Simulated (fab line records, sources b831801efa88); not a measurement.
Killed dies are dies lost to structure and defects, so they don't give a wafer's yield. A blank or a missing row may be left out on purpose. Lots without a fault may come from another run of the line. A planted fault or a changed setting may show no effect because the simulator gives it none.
A struck lot beside a sound one | flow sky130 | 15 steps out of a route of 708
Sound: wafers L253.1, L253.3, L253.4. Struck: wafers L258.1, L258.2, L258.4. The cause comes at the end.
At each step with rows: each side's tool, then ch and its chambers, then its first start. Under that, the readings that differ: sound wafers | struck wafers | difference of the means | sigmas: that difference in standard deviations of wafers without a fault.
alike: readings whose means differ by less than 2 such deviations, and words and numbers that are the same on both sides. not compared: withheld readings, readings that some wafer has no value for, bounds like >300 that may hide the same value, and numbers for which the record gives no deviation and whose values overlap.
The two part at a step that has a row with sigmas, a row that says differs or no value, or rows on one side only. Numbers that don't overlap but have no deviation are shown without sigmas and don't part them. A reading that every wafer of one side lacks parts them only if that side has two wafers or more.

SKY_POLY_CUT_ETCH_10: etches BARC in N2/H2, stops on SiO2, time 45.9 s, target depth 60 nm.
  sound on rie_diel-03 ch 1,2,3, day 26 17:00; struck on rie_diel-02 ch 0,2,3, day 28 14:09
  reading                | sound                | struck               | difference | sigmas
  throttle_valve_pct (%) | 13.234 13.211 13.248 | 13.200 13.218 13.202 | -0.024     | -2
  alike: bias_w, drypump_motor_current_A, oes_product_au
  not compared: rf_hours_counter_h
SKY_POLY_CUT_ETCH_11: etches Si3N4 in CF4/CH2F2/Ar, stops on poly-Si, time 42.5 s, target depth 60 nm.
  sound on rie_diel-03 ch 1,2,3, day 26 17:02; struck on rie_diel-02 ch 0,2,3, day 28 14:11
  alike: bias_w, drypump_motor_current_A, oes_product_au, throttle_valve_pct
  not compared: rf_hours_counter_h
SKY_POLY_CUT_STRIP_12: strips in O2/N2.
  sound on plasma_asher-03 ch 0,1, day 26 17:05; struck on plasma_asher-02 ch 0,1, day 28 14:14
  alike: drypump_motor_current_A, oes_product_au, strip_time_to_endpoint_s
  not compared: rf_hours_counter_h
then, 7 steps without rows for these wafers: SKY_SD_P_DEHYDRATE_00 (time 60 s); SKY_SD_P_HMDS_01 (prime time 60 s); SKY_SD_P_COAT_02 (resist thk 1140 nm); SKY_SD_P_SOFTBAKE_03 (time 60 s); SKY_SD_P_EXPOSE_04 (exposes mask PSDM, target cd 380 nm); SKY_SD_P_PEB_05; SKY_SD_P_DEVELOP_06 (develop time 60 s).
SKY_SD_P_CD_MEAS_07: target cd 380 nm.
  sound on cd_sem-01, day 27 21:14; struck on cd_sem-01, day 29 17:41
  reading    | sound             | struck            | difference | sigmas
  cd_nm (nm) | 384.8 382.9 382.8 | 380.1 377.1 378.7 | -4.9       | -2
SKY_SD_P_OVL_MEAS_08:
  sound on overlay-01, day 27 21:22; struck on overlay-02, day 29 17:49
  reading       | sound       | struck         | difference | sigmas
  SD_P_OVL (nm) | 3.0 0.2 1.8 | -2.1 -2.7 -2.8 | -4.2       | -3
SKY_SD_P_IMPLANT_09:
  sound on implanter-02 ch 0, day 27 21:24; struck on implanter-04 ch 0, day 29 17:51
  reading                   | sound                | struck               | difference | sigmas
  beam_energy_keV           | 19.988 19.995 19.984 | 19.808 19.799 19.800 | -0.187     | -27
  tilt_deg (degrees)        | 0.011 0.014 0.037    | -0.028 -0.029 -0.031 | -0.050     | -2
  model.implant.drp_nm (nm) | 9.746 9.746 9.746    | 9.676 9.676 9.676    | -0.070     |
SKY_SD_P_STRIP_10: strips in O2/N2.
  sound on plasma_asher-02 ch 0,1, day 27 21:33; struck on plasma_asher-02 ch 0,1, day 29 18:00
  alike: drypump_motor_current_A, oes_product_au, strip_time_to_endpoint_s
  not compared: rf_hours_counter_h
SKY_PAD_OPEN_PROBE_99:
  the record has rows for the sound wafers here (prober-01, day 47 11:53) and none for the struck ones

WHERE THEY PART
First at SKY_POLY_CUT_ETCH_10; last, within this record, at SKY_PAD_OPEN_PROBE_99.

WHY: what the simulator had put in
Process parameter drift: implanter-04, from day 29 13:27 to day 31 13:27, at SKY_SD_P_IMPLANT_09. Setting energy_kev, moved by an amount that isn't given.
